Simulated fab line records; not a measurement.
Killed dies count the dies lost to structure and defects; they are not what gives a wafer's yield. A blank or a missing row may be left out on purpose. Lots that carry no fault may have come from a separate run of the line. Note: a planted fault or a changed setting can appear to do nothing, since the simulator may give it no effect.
Matching of chambers ; flow sky130 ; SKY_VIA3_CMP_02 on cmp-01: 4 sister chambers
The step polishes SiO2. 14 wafers are shown with their chamber, then 7 later ones without.

WAFERS PAIRED WITH THEIR CHAMBERS
wafer;chamber;motor_current_A (A);slurry_filter_dp_kPa (kPa);platen_rpm (rpm)
L528.1;0;12.7;13.61;59.98
L528.3;1;11.4;13.51;60.00
L528.4;2;13.5;13.69;60.06
L532.1;2;13.6;13.45;60.01
L532.2;1;12.3;13.70;60.03
L532.4;3;11.1;13.57;60.00
L533.1;3;11.8;13.41;60.02
L533.3;0;12.6;13.45;60.02
L533.4;1;11.4;13.63;60.01
L537.1;1;12.1;13.55;59.97
L537.2;3;11.5;13.74;59.96
L537.6;2;12.4;13.38;59.99
L538.3;3;11.2;13.63;60.01
L538.4;0;12.0;13.46;60.00

SIGNATURES, as means of the wafers listed above
reading;chamber 0;chamber 1;chamber 2;chamber 3;scatter within a chamber
motor_current_A;12.433;11.800;13.167;11.400;0.462
slurry_filter_dp_kPa;13.5067;13.5975;13.5067;13.5875;0.121
platen_rpm;60.0000;60.0025;60.0200;59.9975;0.0271
Rule: a wafer lies at a distance from a chamber equal to the root of the sum of squares, over the readings, of (its reading less the chamber's mean, divided by the reading's scatter). The wafer belongs to the nearest chamber; if the next one is less than 2 further off, it can't be placed. The scatter is the square root of a quotient: the sum, over the shown wafers, of each reading's squared deviation from its chamber's mean, divided by wafers minus chambers.

WAFERS WITH NO CHAMBER GIVEN
wafer;motor_current_A (A);slurry_filter_dp_kPa (kPa);platen_rpm (rpm)
L538.5;12.8;13.59;59.98
L541.1;11.7;13.56;60.01
L541.3;11.9;13.25;59.96
L541.6;13.6;13.58;60.01
L550.2;11.9;13.34;59.99
L550.3;12.3;13.47;60.02
L550.4;12.2;13.45;59.98

WHICH CHAMBER EACH WENT THROUGH
wafer;from the rows above;in truth
L538.5;can't be placed: 0 or 2 or 1 or 3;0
L541.1;can't be placed: 1 or 3 or 0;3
L541.3;can't be placed: 0 or 1 or 3 or 2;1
L541.6;can't be placed: 2 or 0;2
L550.2;can't be placed: 0 or 1 or 3 or 2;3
L550.3;can't be placed: 0 or 1 or 2 or 3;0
L550.4;can't be placed: 0 or 1 or 3 or 2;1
0 of 7 placed correctly. Can't be placed from these rows: 7 (the true chamber is among the candidates in 7). Wrongly placed: 0.
